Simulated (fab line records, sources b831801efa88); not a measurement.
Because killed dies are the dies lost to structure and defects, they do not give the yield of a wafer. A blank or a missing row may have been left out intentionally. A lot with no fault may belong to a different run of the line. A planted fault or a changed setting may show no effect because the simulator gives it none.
The tool behind it: which one? | flow sky130 | 39 wafers from 13 lots sampled at 4 of the route's 708 steps

== WHAT THE GAUGES READ, wafer by wafer ==
SKY_FIELD_ISO_BOW_MEAS_00. Usual: for INCOMING_BOW the level is 0 um and the standard deviation is 6.3.
lot  | measured    | on           | INCOMING_BOW (um) | flag
L743 | day 1 10:00 | filmMetro-04 | -6 6 7            | 
L744 | day 1 15:00 | filmMetro-02 | 0 8 8             | 
L748 | day 2 11:00 | filmMetro-04 | 7 -2 16           | 
L755 | day 3 22:00 | filmMetro-01 | -3 -2 2           | 
L756 | day 4 03:00 | filmMetro-04 | -5 -1 -2          | 
L757 | day 4 08:00 | filmMetro-01 | 3 -13 -8          | 
L758 | day 4 13:01 | filmMetro-01 | -1 4 5            | 
L760 | day 4 23:00 | filmMetro-02 | -8 -7 -12         | 
L761 | day 5 04:00 | filmMetro-02 | 1 -9 -5           | 
L762 | day 5 09:04 | filmMetro-01 | 1 7 4             | 
L763 | day 5 14:02 | filmMetro-04 | 2 2 -4            | 
L764 | day 5 19:01 | filmMetro-04 | 0 2 1             | 
L766 | day 6 05:00 | filmMetro-01 | 3 0 -7            | 

SKY_PWDE_OVL_MEAS_07. Usual: for PWDE_OVL the level is 0.6 nm and the standard deviation is 1.4.
lot  | measured    | on         | PWDE_OVL (nm)  | flag
L743 | day 3 20:35 | overlay-02 | 0.3 0.0 -0.2   | 
L744 | day 4 01:19 | overlay-02 | 2.7 0.5 1.8    | 
L748 | day 5 00:50 | overlay-02 | 1.6 1.0 1.8    | 
L755 | day 6 17:02 | overlay-02 | 2.0 1.2 0.6    | 
L756 | day 7 05:43 | overlay-02 | 0.9 3.4 3.7    | 
L757 | day 7 11:22 | overlay-02 | 3.2 2.0 2.0    | 
L758 | day 7 14:49 | overlay-02 | 0.3 0.6 -0.5   | 
L760 | day 7 21:38 | overlay-01 | 0.3 0.1 1.7    | 
L761 | day 8 03:49 | overlay-01 | -0.5 -0.1 -1.4 | 
L762 | day 8 10:18 | overlay-02 | 2.0 0.2 1.6    | 
L763 | day 8 14:53 | overlay-01 | -2.5 -1.5 -1.6 | 
L764 | day 8 21:26 | overlay-01 | -1.1 -1.5 -1.0 | 
L766 | day 9 03:53 | overlay-02 | 0.8 0.2 1.1    | 

SKY_VT_ADJUST_HVTP_CD_MEAS_07: target cd 380 nm. Usual: 380.0 nm for cdNm, sd 2.7.
lot  | measured     | on       | cdNm (nm)         | flag
L743 | day 6 02:47  | cdSem-02 | 387.3 384.3 384.3 | 
L744 | day 6 07:53  | cdSem-02 | 378.7 378.0 378.0 | 
L748 | day 7 09:55  | cdSem-02 | 378.4 376.0 376.6 | 
L755 | day 9 06:10  | cdSem-02 | 377.0 381.6 382.9 | 
L756 | day 9 22:37  | cdSem-02 | 382.1 382.4 383.4 | 
L757 | day 10 03:01 | cdSem-02 | 379.3 382.9 382.2 | 
L758 | day 10 07:32 | cdSem-02 | 382.3 380.5 377.4 | 
L760 | day 10 14:50 | cdSem-02 | 377.8 380.2 378.3 | 
L761 | day 10 21:59 | cdSem-02 | 379.7 377.9 377.5 | 
L762 | day 11 05:08 | cdSem-02 | 378.4 379.6 379.8 | 
L763 | day 11 10:25 | cdSem-01 | 378.2 380.0 377.2 | 
L764 | day 11 19:08 | cdSem-01 | 378.6 376.3 378.5 | 
L766 | day 12 04:14 | cdSem-02 | 383.4 384.3 385.2 | 

== EACH LOT AND THE TOOL THAT RAN IT (in order: tool; ch and the chambers of the sampled wafers; start) ==
lot  | SKY_NWELL_EXPOSE_07
L743 | ilineStepper-02 ch 0, day 4 06:16
L744 | ilineStepper-02 ch 0, day 4 10:29
L748 | ilineStepper-01 ch 0, day 5 09:37
L755 | ilineStepper-02 ch 0, day 7 03:14
L756 | ilineStepper-01 ch 0, day 7 16:14
L757 | ilineStepper-01 ch 0, day 7 22:06
L758 | ilineStepper-01 ch 0, day 8 01:17
L760 | ilineStepper-02 ch 0, day 8 08:11
L761 | ilineStepper-01 ch 0, day 8 14:41
L762 | ilineStepper-02 ch 0, day 8 20:29
L763 | ilineStepper-02 ch 0, day 9 01:14
L764 | ilineStepper-01 ch 0, day 9 07:27
L766 | ilineStepper-01 ch 0, day 9 16:05
- SKY_NWELL_EXPOSE_07: exposes mask NWM, target cd 840 nm.

== AS READ BY THE TOOLS THEMSELVES (means over the sampled wafers that have a number; for cases with no such wafer, the mark the record gives instead) ==
SKY_NWELL_EXPOSE_07. Usual: 0.0 nm for focusOffsetNm, sd 0.5.
lot  | tool            | focusOffsetNm (nm) | flag
L743 | ilineStepper-02 | 0.3                | 
L744 | ilineStepper-02 | -0.2               | 
L748 | ilineStepper-01 | 0.5                | 
L755 | ilineStepper-02 | 0.4                | 
L756 | ilineStepper-01 | -0.6               | 
L757 | ilineStepper-01 | 0.3                | 
L758 | ilineStepper-01 | -0.0               | 
L760 | ilineStepper-02 | 0.2                | 
L761 | ilineStepper-01 | 0.5                | 
L762 | ilineStepper-02 | 0.5                | 
L763 | ilineStepper-02 | -0.4               | 
L764 | ilineStepper-01 | -0.2               | 
L766 | ilineStepper-01 | -0.4               | 

== THE ANSWER, worked out from the rows above alone ==
Rule: a lot counts as off when the mean over its wafers that have a number is more than 3 standard deviations away from the usual mean. Also off: a lot with no number at a reading for which 4 or more lots have one. Any other lot the step has rows for is counted as sound. First the gauges in route order, then the tools' own readings, where a lot's mean is used as printed above. At the first step where some lot is off, the reading lying furthest off is the one used; lots without a number count as furthest.
No lot is off at any reading shown: from this, nothing can be told.

== WHAT THE SIMULATOR PUT IN ==
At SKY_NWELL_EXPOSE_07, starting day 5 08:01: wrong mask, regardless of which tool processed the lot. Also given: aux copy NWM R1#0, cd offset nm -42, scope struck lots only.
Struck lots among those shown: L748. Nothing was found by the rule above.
